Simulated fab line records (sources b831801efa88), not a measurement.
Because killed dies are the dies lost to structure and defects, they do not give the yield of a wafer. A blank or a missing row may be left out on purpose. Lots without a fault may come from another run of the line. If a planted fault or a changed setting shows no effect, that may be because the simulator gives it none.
Commonality check across tools ; flow gf180mcu ; Sample size 13 lots and 39 wafers

== WHAT PROMPTED THE OPENING ==
At GF_NWELL_TW_MEAS_11 the reading NWELL_TW is flagged on 1 of 13 lots. Wafers without a fault read 1576, standard deviation 12.
Rule: a lot gets a flag if all its wafers with a number sit over 4 standard deviations from that mean, or if no wafer of it has a number. The other lots count as sound.

lot;measured;on;NWELL_TW, wafer by wafer;flag
L767;day 3 13:14;film_metro-03;1561 1558 1550;
L770;day 4 05:34;film_metro-01;1575 1580 1576;
L771;day 4 10:20;film_metro-03;1567 1565 1573;
L772;day 4 14:05;film_metro-03;30 30 30;FLAGGED
L773;day 4 23:55;film_metro-02;1564 1573 1567;
L774;day 5 04:35;film_metro-02;1570 1568 1568;
L782;day 6 23:33;film_metro-01;1579 1566 1568;
L784;day 7 10:43;film_metro-01;1582 1578 1575;
L785;day 7 19:08;film_metro-01;1574 1572 1583;
L786;day 7 19:56;film_metro-03;1601 1596 1589;
L787;day 8 01:08;film_metro-03;1607 1610 1599;
L788;day 8 08:29;film_metro-01;1576 1580 1575;
L789;day 8 12:47;film_metro-03;1598 1598 1609;
On average the flagged lots read 30, which is -1546 against the usual, or -99 or more standard deviations.

== WHICH TOOL RAN EACH LOT ==
The record holds 1 process step before the reading, out of a route of 602 steps. Read each cell as the tool, then ch plus the chambers that the sampled wafers visited, then the start.
lot;flag;GF_NWELL_EXPOSE_04
L767;;iline_stepper-02 ch 0, day 3 06:17
L770;;iline_stepper-02 ch 0, day 3 23:16
L771;;iline_stepper-02 ch 0, day 4 03:48
L772;FLAGGED;iline_stepper-02 ch 0, day 4 07:10
L773;;iline_stepper-02 ch 0, day 4 16:47
L774;;iline_stepper-02 ch 0, day 4 21:25
L782;;iline_stepper-02 ch 0, day 6 15:48
L784;;iline_stepper-02 ch 0, day 7 02:34
L785;;iline_stepper-02 ch 0, day 7 11:01
L786;;iline_stepper-01 ch 0, day 7 12:13
L787;;iline_stepper-01 ch 0, day 7 16:44
L788;;iline_stepper-02 ch 0, day 8 00:03
L789;;iline_stepper-02 ch 0, day 8 04:44
What these steps do:
- GF_NWELL_EXPOSE_04: exposes mask Nwell, target cd 860 nm.
- GF_NWELL_TW_MEAS_11

== FLAGGED OVER TOTAL, TOOL BY TOOL (the gauges that took the reading come last) ==
step;tool;lots run;flagged;share of the flagged lots;sound lots run after its first flagged lot
GF_NWELL_EXPOSE_04;iline_stepper-01;2;0;none;-
GF_NWELL_EXPOSE_04;iline_stepper-02;11;1;all;7 (L773,L774,L782,L784,L785,L788,L789)
GF_NWELL_TW_MEAS_11;film_metro-01;5;0;none;-
GF_NWELL_TW_MEAS_11;film_metro-02;2;0;none;-
GF_NWELL_TW_MEAS_11;film_metro-03;6;1;all;3 (L786,L787,L789)

== WHAT THE TABLE ALLOWS ==
Every flagged lot went through 2 rows of the table: iline_stepper-02 at GF_NWELL_EXPOSE_04 and film_metro-03 at GF_NWELL_TW_MEAS_11.
- iline_stepper-02 at GF_NWELL_EXPOSE_04 ran 11 lots, 1 of them flagged. After the first flagged lot (L773, L774, L782, L784, L785, L788, L789), sound lots still ran on it; a lasting fault on the whole tool would not permit that.
- film_metro-03 at GF_NWELL_TW_MEAS_11 ran 6 lots, 1 of them flagged. After the first flagged lot (L786, L787, L789), sound lots still ran on it; a lasting fault on the whole tool would not permit that.
There is no row in the table that ran each flagged lot and no sound lot after the first.

== WHAT THE SIMULATOR PUT IN ==
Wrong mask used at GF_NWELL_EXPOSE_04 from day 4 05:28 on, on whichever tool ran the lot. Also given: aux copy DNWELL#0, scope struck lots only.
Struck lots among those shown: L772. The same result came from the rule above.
